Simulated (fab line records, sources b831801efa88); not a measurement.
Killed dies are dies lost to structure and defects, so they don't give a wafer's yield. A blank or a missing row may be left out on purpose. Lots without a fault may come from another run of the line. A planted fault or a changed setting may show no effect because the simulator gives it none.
fab line records | flow sky130
record lots=10 wafers=30 last_day=50
route steps=708 shown LI_CONTACT@382 CONTACT@429 METAL1@436 PAD_OPEN@708
lots that met no fault: from a run of the same line without faults
start_h: hours from the record's first day to the start of the lot's first wafer shown | wait_h: hours since the lot's step before | " the same as in the row above | L1.1+2: a row that stands for several wafers | - no value, or no start given | * or withheld: withheld | < > ~ a bound
route shown NAME@n: a module of which the file shows steps, and the number in the route of the first | usual: mean/standard deviation of fault-free wafers | same: alike in all rows | chamber/n: place in a boat | sites: the reading at each site | _std_site: their standard deviation | _edge_site: outer sites' mean less inner sites' | radius_mm: how far each site lies from the wafer's centre | mask NAME#n: copy n | behind: the tool/chamber that last shaped the wafer | hold: why the lot was held/for how many hours/how that ended | device: the transistor (n, p or np) that didn't switch | end of line: the same wafers' tests at the end of the route | a step without rows: its recipe alone | killed: dies lost to structure and defects at the first sort, not the wafer's yield | map: a wafer's dies, x killed, . not, _ none there
set.NAME: the setting as run; set.NAME@STEP: as run at that earlier step | model.NAME: the simulator's own value behind a step, which no gauge read
steps of the route over a sample of lots; a table a step, a row a wafer
services: from which hour (start_h, from the record's first day; less than 0 if before it) a tool's chamber was out of use, for how many hours, and why
## steps
# step SKY_LI_CONTACT_SPUTTER_20
# recipe material=TiN target_thk_nm=20 chamber_pressure_pa=5 power_w=4000 time_s=80
# usual cathode_dc_power_W=4000.0/0.67 throttle_valve_pct=29.9/1.2
# columns lot.wafer tool chamber start_h wait_h cathode_dc_power_W throttle_valve_pct
L573.1 pvd_sputter-01 - 708.96 0.0 3999.7 30.5
L573.2 " - " " 4000.8 27.8
L573.5 " - " " 4000.6 29.8
L574.1 pvd_sputter-03 - 718.59 0.0 4000.4 28.8
L574.3 " - " " 4000.7 31.6
L574.6 " - " " 3999.7 30.7
L578.2 pvd_sputter-01 - 747.51 0.0 3999.2 27.9
L578.3 " - " " 4001.2 29.3
L578.5 " - " " 3999.8 27.8
L583.2 pvd_sputter-03 - 784.93 0.0 3999.5 31.4
L583.3 " - " " 4000.4 30.0
L583.4 " - " " 3999.2 28.4
L584.2 pvd_sputter-04 - 800.33 0.0 3999.2 32.0
L584.3 " - " " 4000.4 28.2
L584.4 " - " " 3999.6 29.7
L586.1 pvd_sputter-04 - 817.29 0.0 4000.0 31.8
L586.5 " - " " 4000.5 29.6
L586.6 " - " " 4000.3 31.5
L587.2 pvd_sputter-03 - 820.45 0.0 4000.3 31.7
L587.4 " - " " 4000.1 28.3
L587.5 " - " " 4000.7 28.5
L589.1 pvd_sputter-04 - 845.56 0.0 4000.1 28.3
L589.3 " - " " 3999.8 29.5
L589.5 " - " " 3999.2 28.3
L591.2 pvd_sputter-01 - 855.26 0.0 4000.8 27.7
L591.3 " - " " 3999.7 29.8
L591.6 " - " " 3999.6 30.2
L592.2 pvd_sputter-04 - 863.03 0.0 3999.8 30.3
L592.4 " - " " 3998.9 28.3
L592.5 " - " " 4000.5 30.5
# step SKY_CONTACT_SPUTTER_23
# recipe material=TiN target_thk_nm=20 chamber_pressure_pa=5 power_w=4000 time_s=80
# usual cathode_dc_power_W=4000.0/0.76 throttle_valve_pct=30.0/1.1
# columns lot.wafer tool chamber start_h wait_h cathode_dc_power_W throttle_valve_pct
L573.1 pvd_sputter-03 - 766.89 0.0 4000.6 30.3
L573.2 " - " " 4000.6 30.2
L573.5 " - " " 3999.5 28.8
L574.1 pvd_sputter-04 - 776.19 0.0 4000.6 31.8
L574.3 " - " " 3998.6 28.3
L574.6 " - " " 4001.4 31.6
L578.2 pvd_sputter-04 - 803.91 0.0 3999.8 28.4
L578.3 " - " " 4000.6 30.1
L578.5 " - " " 3999.1 29.3
L583.2 pvd_sputter-02 - 840.45 0.0 4000.5 29.4
L583.3 " - " " 4000.0 30.4
L583.4 " - " " 4000.7 30.1
L584.2 pvd_sputter-04 - 856.95 0.0 3998.8 28.6
L584.3 " - " " 3999.8 30.3
L584.4 " - " " 3999.7 31.8
L586.1 pvd_sputter-04 - 872.45 0.0 4000.1 30.5
L586.5 " - " " 3999.6 31.7
L586.6 " - " " 4000.7 28.5
L587.2 pvd_sputter-04 - 876.31 0.0 4000.2 31.6
L587.4 " - " " 4000.4 28.2
L587.5 " - " " 4001.0 31.8
L589.1 pvd_sputter-02 - 901.27 0.0 3999.4 29.0
L589.3 " - " " 4000.7 30.2
L589.5 " - " " 4000.9 29.0
L591.2 pvd_sputter-04 - 909.60 0.0 3999.6 30.2
L591.3 " - " " 4001.1 29.3
L591.6 " - " " 4000.4 29.4
L592.2 pvd_sputter-04 - 916.05 0.0 4001.1 30.4
L592.4 " - " " 3999.3 30.6
L592.5 " - " " 3999.3 32.0
# step SKY_CONTACT_CVD_24
# recipe material=W target_thk_nm=340 time_s=102.12 temp_c=400 pressure_torr=40
# usual heater_power_w=895/48 susceptor_temp_C=399.98/0.21
# columns lot.wafer tool chamber start_h wait_h heater_power_w susceptor_temp_C
L573.1 cvd_w-01 1 766.95 0.0 910 399.91
L573.2 " 0 " " 937 399.96
L573.5 " 0 " " 928 399.97
L574.1 cvd_w-01 1 776.25 0.0 931 400.03
L574.3 " 1 " " 926 399.90
L574.6 " 1 " " 932 399.85
L578.2 cvd_w-01 1 803.97 0.0 898 400.14
L578.3 " 0 " " 932 399.93
L578.5 " 0 " " 932 399.87
L583.2 cvd_w-02 1 840.51 0.0 819 399.73
L583.3 " 0 " " 921 400.11
L583.4 " 1 " " 849 399.74
L584.2 cvd_w-02 0 857.01 0.0 901 399.87
L584.3 " 1 " " 814 400.11
L584.4 " 0 " " 921 400.12
L586.1 cvd_w-01 1 872.51 0.0 913 399.74
L586.5 " 0 " " 914 399.75
L586.6 " 1 " " 888 399.50
L587.2 cvd_w-01 0 876.37 0.0 948 400.27
L587.4 " 1 " " 939 400.04
L587.5 " 0 " " 937 400.32
L589.1 cvd_w-01 1 901.34 0.0 924 400.06
L589.3 " 0 " " 929 400.09
L589.5 " 1 " " 934 399.88
L591.2 cvd_w-01 0 909.66 0.0 913 400.04
L591.3 " 0 " " 931 399.92
L591.6 " 1 " " 921 399.77
L592.2 cvd_w-01 1 916.11 0.0 904 399.88
L592.4 " 1 " " 951 400.17
L592.5 " 1 " " 921 399.91
# step SKY_CONTACT_RS_MEAS_25
# recipe thk_meas_gauge=four-point-probe reads=W_of_CONTACT_CVD_24+TiN_of_CONTACT_SPUTTER_23
# usual CONTACT_W_RS=0.338/0.0046
# columns lot.wafer tool chamber start_h wait_h hold CONTACT_W_RS[ohm/sq]
L573.1 film_metro-04 - 767.06 0.1 - 0.342
L573.2 " - " " - 0.332
L573.5 " - " " - 0.334
L574.1 film_metro-03 - 776.36 0.1 await_dispo/0.2h/release 0.307
L574.3 " - " " await_dispo/0.2h/release 0.308
L574.6 " - " " await_dispo/0.2h/release 0.306
L574.1 film_metro-03 - 776.76 0.4 - 0.307
L574.3 " - " " - 0.308
L574.6 " - " " - 0.306
L578.2 film_metro-03 - 804.10 0.1 await_dispo/0.2h/release 0.306
L578.3 " - " " await_dispo/0.2h/release 0.297
L578.5 " - " " await_dispo/0.2h/release 0.298
L578.2 film_metro-03 - 804.39 0.3 - 0.306
L578.3 " - " " - 0.297
L578.5 " - " " - 0.298
L583.2 film_metro-03 - 840.64 0.1 - 0.335
L583.3 " - " " - 0.337
L583.4 " - " " - 0.338
L584.2 film_metro-03 - 857.14 0.1 - 0.339
L584.3 " - " " - 0.342
L584.4 " - " " - 0.333
L586.1 film_metro-04 - 872.62 0.1 - 0.343
L586.5 " - " " - 0.339
L586.6 " - " " - 0.341
L587.2 film_metro-04 - 876.50 0.1 - 0.327
L587.4 " - " " - 0.339
L587.5 " - " " - 0.331
L589.1 film_metro-01 - 901.45 0.1 - 0.341
L589.3 " - " " - 0.333
L589.5 " - " " - 0.345
L591.2 film_metro-03 - 909.79 0.1 - 0.339
L591.3 " - " " - 0.340
L591.6 " - " " - 0.348
L592.2 film_metro-03 - 916.24 0.1 - 0.342
L592.4 " - " " - 0.340
L592.5 " - " " - 0.342
# step SKY_CONTACT_THK_MEAS_26
# recipe thk_meas_gauge=xrf reads=W_of_CONTACT_CVD_24
# usual CONTACT_W_THK=336/4.9
# columns lot.wafer tool chamber start_h wait_h hold CONTACT_W_THK[nm]
L573.1 film_metro-04 - 767.18 0.1 - 332
L573.2 " - " " - 345
L573.5 " - " " - 339
L574.1 film_metro-03 - 778.32 1.5 await_dispo/0.2h/release 361
L574.3 " - " " await_dispo/0.2h/release 363
L574.6 " - " " await_dispo/0.2h/release 362
L574.1 film_metro-03 - 778.55 0.2 - 362
L574.3 " - " " - 360
L574.6 " - " " - 365
L578.2 film_metro-03 - 808.25 3.8 await_dispo/0.2h/release 375
L578.3 " - " " await_dispo/0.2h/release 386
L578.5 " - " " await_dispo/0.2h/release 383
L578.2 film_metro-03 - 808.48 0.2 - 376
L578.3 " - " " - 386
L578.5 " - " " - 383
L583.2 film_metro-03 - 840.75 0.1 - 337
L583.3 " - " " - 336
L583.4 " - " " - 335
L584.2 film_metro-03 - 857.25 0.1 - 334
L584.3 " - " " - 330
L584.4 " - " " - 339
L586.1 film_metro-04 - 872.74 0.1 - 332
L586.5 " - " " - 335
L586.6 " - " " - 335
L587.2 film_metro-04 - 876.61 0.1 - 349
L587.4 " - " " - 337
L587.5 " - " " - 346
L589.1 film_metro-01 - 901.57 0.1 - 334
L589.3 " - " " - 339
L589.5 " - " " - 328
L591.2 film_metro-03 - 909.90 0.1 - 334
L591.3 " - " " - 335
L591.6 " - " " - 326
L592.2 film_metro-03 - 916.35 0.1 - 330
L592.4 " - " " - 332
L592.5 " - " " - 332
# step SKY_CONTACT_CMP_27
# recipe stop_on=SiO2 t_overpolish_s=15 down_force_psi=3.5 platen_rpm=60 target_thk_nm=0 pad_velocity_m_s=0.94248
# usual motor_current_A=10.1/1.1 slurry_filter_dp_kPa=13.50/0.14 time_to_endpoint_s=83/3.6
# columns lot.wafer tool chamber start_h wait_h hold motor_current_A slurry_filter_dp_kPa time_to_endpoint_s
L573.2 cmp-02 2 767.24 0.0 - 7.7 13.54 82
L573.1 " 0 " " - 11.2 13.50 80
L573.5 " 2 " " - 7.4 13.39 82
L574.3 cmp-01 0 780.95 2.4 await_dispo/2.3h/release 10.7 13.43 94
L574.1 " 2 " " await_dispo/2.3h/release 9.5 13.57 92
L574.6 " 1 " " await_dispo/2.3h/release 9.7 13.75 95
L578.2 cmp-01 0 814.01 5.5 await_dispo/5.5h/release 10.9 13.27 96
L578.3 " 1 " " await_dispo/5.5h/release 10.3 13.48 96
L578.5 " 1 " " await_dispo/5.5h/release 9.8 13.57 97
L583.2 cmp-01 2 840.80 0.0 - 8.6 13.28 85
L583.4 " 0 " " - 11.2 13.40 85
L583.3 " 1 " " - 10.0 13.51 79
L584.3 cmp-02 1 857.30 0.0 - 10.7 13.32 78
L584.4 " 2 " " - 7.9 13.23 85
L584.2 " 0 " " - 11.8 13.63 78
L586.1 cmp-02 0 872.90 0.1 - 11.7 13.59 78
L586.6 " 2 " " - 8.2 13.37 81
L586.5 " 3 " " - 9.6 13.60 81
L587.4 cmp-01 3 876.86 0.2 - 11.2 13.66 85
L587.2 " 0 " " - 10.4 13.70 88
L587.5 " 1 " " - 10.0 13.46 85
L589.3 cmp-02 0 901.68 0.1 - 11.6 13.56 78
L589.1 " 2 " " - 8.0 13.75 80
L589.5 " 0 " " - 11.1 13.30 77
L591.3 cmp-02 1 910.05 0.1 - 10.8 13.45 79
L591.2 " 2 " " - 8.1 13.45 84
L591.6 " 3 " " - 10.1 13.70 80
L592.4 cmp-01 2 916.45 0.1 - 9.0 13.60 83
L592.2 " 0 " " - 10.4 13.54 86
L592.5 " 1 " " - 9.8 13.58 83
# step SKY_METAL1_SPUTTER_02
# recipe material=AlCu target_thk_nm=250 power_w=10600 time_s=13.3 chamber_pressure_pa=0.4
# usual cathode_dc_power_W=10600/1.9 throttle_valve_pct=29.5/1
# columns lot.wafer tool chamber start_h wait_h cathode_dc_power_W throttle_valve_pct
L573.1 pvd_sputter-01 - 767.59 0.0 10599 29.1
L573.2 " - " " 10600 30.3
L573.5 " - " " 10599 29.8
L574.1 pvd_sputter-02 - 781.30 0.0 10600 30.2
L574.3 " - " " 10599 28.9
L574.6 " - " " 10604 28.8
L578.2 pvd_sputter-01 - 814.36 0.0 10599 27.4
L578.3 " - " " 10601 29.8
L578.5 " - " " 10599 29.4
L583.2 pvd_sputter-02 - 841.15 0.0 10600 30.2
L583.3 " - " " 10600 30.5
L583.4 " - " " 10601 29.3
L584.2 pvd_sputter-01 - 857.65 0.0 10599 27.6
L584.3 " - " " 10602 29.1
L584.4 " - " " 10602 29.6
L586.1 pvd_sputter-01 - 873.15 0.0 10596 27.9
L586.5 " - " " 10599 29.2
L586.6 " - " " 10600 29.5
L587.2 pvd_sputter-01 - 877.11 0.0 10599 28.1
L587.4 " - " " 10603 29.9
L587.5 " - " " 10603 27.6
L589.1 pvd_sputter-04 - 901.98 0.0 10599 30.4
L589.3 " - " " 10597 31.8
L589.5 " - " " 10602 28.5
L591.2 pvd_sputter-01 - 910.30 0.0 10600 30.4
L591.3 " - " " 10602 30.1
L591.6 " - " " 10601 27.7
L592.2 pvd_sputter-02 - 916.75 0.0 10600 29.2
L592.4 " - " " 10599 30.0
L592.5 " - " " 10601 30.3
# step SKY_PAD_OPEN_PROBE_99
# usual killed_at_M0_to_M3=45/6.8 killed_at_M4_up=3.2/1.6 killed_at_contacts=24/5.1 killed_at_front_end=14/4.4 killed_at_other=0.4/0.65 killed_dies=87/8.8 killed_open=47/7.2 killed_short=39/6.1
# same gross_dies=492 killed_at_back_side=0
# columns lot.wafer tool chamber start_h wait_h killed_at_M0_to_M3 killed_at_M4_up killed_at_contacts killed_at_front_end killed_at_other killed_dies killed_open killed_short
L573.1 prober-02 - 1099.10 0.1 44 2 18 13 0 77 41 36
L573.2 prober-02 - 1099.15 0.1 50 2 35 12 0 99 53 46
L573.5 prober-02 - 1099.30 0.2 43 2 13 13 1 72 30 42
# killed by level:class
L573.1 VIA3:geometric_particle:open=8 CONTACT:geometric_particle:open=7 VIA1:geometric_particle:open=7 CONTACT:geometric_particle:short=6 FIELD_ISO:geometric_particle:open=5 METAL2:geometric_particle:short=5 LI_CONTACT:geometric_particle:open=4 METAL1:geometric_particle:short=4
L573.2 CONTACT:geometric_particle:open=15 VIA1:geometric_particle:open=8 METAL2:geometric_particle:short=7 METAL1:geometric_particle:short=7 VIA2:geometric_particle:open=7 LI_CONTACT:geometric_particle:open=6 VIA1:geometric_particle:short=6 VIA3:geometric_particle:open=6
L573.5 METAL1:geometric_particle:short=14 VIA1:geometric_particle:open=8 FIELD_ISO:geometric_particle:short=7 LI_CONTACT:geometric_particle:open=7 FIELD_ISO:geometric_particle:open=4 METAL2:geometric_particle:short=4 VIA3:geometric_particle:open=4 VIA2:geometric_particle:open=3
## services
# columns tool chamber start_h hours kind
cmp-01 - 702.33 0.9 repair
cmp-02 - 705.38 0.3 repair
cmp-01 - 710.76 6.4 repair
pvd_sputter-04 - 711.74 13.6 repair
pvd_sputter-02 - 743.48 5.8 repair
cmp-02 - 744.00 4.0 pm
cmp-02 - 747.50 1.2 repair
cmp-02 - 748.00 - consumable_replace:conditioner
cmp-02 - 748.00 - consumable_replace:pad
cvd_w-01 - 756.97 6.9 pm
cmp-02 - 782.22 17.9 pm
cmp-02 - 800.61 0.6 repair
pvd_sputter-02 - 806.54 1.6 repair
cmp-02 - 852.34 0.8 repair
cmp-02 - 864.46 4.5 pm
cmp-02 - 876.24 1.0 repair
cmp-02 - 893.70 0.6 repair
cvd_w-02 - 904.00 14.0 pm
cvd_w-02 0 904.00 14.0 vent_cycle
cvd_w-02 1 904.00 14.0 vent_cycle
cmp-01 - 912.00 4.0 pm
pvd_sputter-01 - 912.02 5.0 repair
cmp-01 - 916.00 - consumable_replace:conditioner
cmp-01 - 916.00 - consumable_replace:pad
## key
first_sign step=SKY_CONTACT_RS_MEAS_25 reading=visit direction=added
effect step=SKY_CONTACT_RS_MEAS_25 reading=CONTACT_W_RS direction=down sigmas=7.5 usual=0.338 struck=0.304
effect step=SKY_CONTACT_THK_MEAS_26 reading=visit direction=added
effect step=SKY_CONTACT_THK_MEAS_26 reading=CONTACT_W_THK direction=up sigmas=7.3 usual=336 struck=372
effect step=SKY_CONTACT_CMP_27 reading=time_to_endpoint_s direction=up sigmas=3.4 usual=* struck=*
met_at SKY_CONTACT_CVD_24
struck_lots L574,L578
tester_left_out L574,L578
not_acting_at SKY_LI_CONTACT_SPUTTER_20,SKY_CONTACT_SPUTTER_23,SKY_METAL1_SPUTTER_02
onset_between 766.95 776.25
fault kind=process_parameter_drift tool=cvd_w-01 chamber=- onset_h=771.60 steps=SKY_CONTACT_CVD_24 channel=target_thk_nm offset=34.479 shape=step end_h=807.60 acts_in=these_recipes_only stated=340
# tester_left_out: of these lots the tester's yield and bins aren't shown, on N5 and GAA mostly nor the transistor test; their killed dies are dies lost to structure and defects alone, not to doping, threshold or leakage, so they don't give the yield
